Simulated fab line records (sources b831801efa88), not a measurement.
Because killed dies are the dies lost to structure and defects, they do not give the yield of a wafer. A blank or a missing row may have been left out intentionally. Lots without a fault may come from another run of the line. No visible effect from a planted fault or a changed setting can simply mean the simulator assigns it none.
Code-filled problem report in 8D (eight disciplines) form :: flow gf180mcu :: the parts of the form that need people (team, actions taken, sign-off) are left out

1. THE ISSUE
beam_energy_keV at GF_NWELL_IMPLANT_09 reads a mean of 181.37 on 6 wafers of 2 lots; wafers without a fault read 160.01 with a standard deviation of 0.046. That is +99 or more standard deviations from the usual mean.
First seen on wafer L939.2, day 5 13:20, on implanter-03. Wafers with a number at this step in the record: 18, from 6 lots. Rule for "out", or "out of limits": more than 4 standard deviations from the usual mean. Any other wafer with a number is counted as sound.

2. WHAT IT IS; WHAT IT IS NOT
question: which readings at this step
is: beam_energy_keV
is not: -

question: which lots
is: L939, L943
is not: L930, L935, L951, L952

question: which wafers of those lots
is: all that have a number
is not: -

question: read on which tools
is: implanter-03
is not: implanter-01, implanter-02

question: when
is: from day 5 13:20
is not: up to then (6 sound wafers); but 6 sound wafers of L951, L952 came after

3. SUSPECTS, AND WHAT RULES EACH OUT
Counting: any tool at a process step up to the reading is kept as a suspect provided that every lot that is out went through it and no sound lot did after the first of them.
- implanter-03 at GF_NWELL_IMPLANT_09: kept. All lots that are out passed through it, beginning with L939 at day 5 13:20, and no sound lot followed; its final sound lot before that point was L935 at day 4 15:19. Its own readings are out on those wafers: beam_energy_keV.
Left after counting: implanter-03 at GF_NWELL_IMPLANT_09.

4. THE CAUSE (what the simulator had put in)
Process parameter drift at GF_NWELL_IMPLANT_09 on implanter-03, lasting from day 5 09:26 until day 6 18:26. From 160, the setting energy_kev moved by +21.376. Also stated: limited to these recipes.
This tool alone remained once counting was done.

5. THE CHAIN OF EFFECTS, in route order
Each row: a reading whose mean over the struck wafers that have a number lies more than 3 standard deviations from the usual. Only readings whose record carries a usual standard deviation are examined. hours: median over the lots of the time between each lot's start at the first step of this table that gives one and its start at this step. sigmas: the change, counted in usual standard deviations.
hours: 0
step: GF_NWELL_IMPLANT_09
reading: beam_energy_keV
usual: 160.01
on struck wafers: 181.37
change: +21.36
sigmas: +99 or more
The process steps in it:
- GF_NWELL_IMPLANT_09

6. WHAT WOULD HAVE CAUGHT IT SOONER
In this record no reading fell out of limits until day 5 13:20, 4 hours after the fault had begun at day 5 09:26.
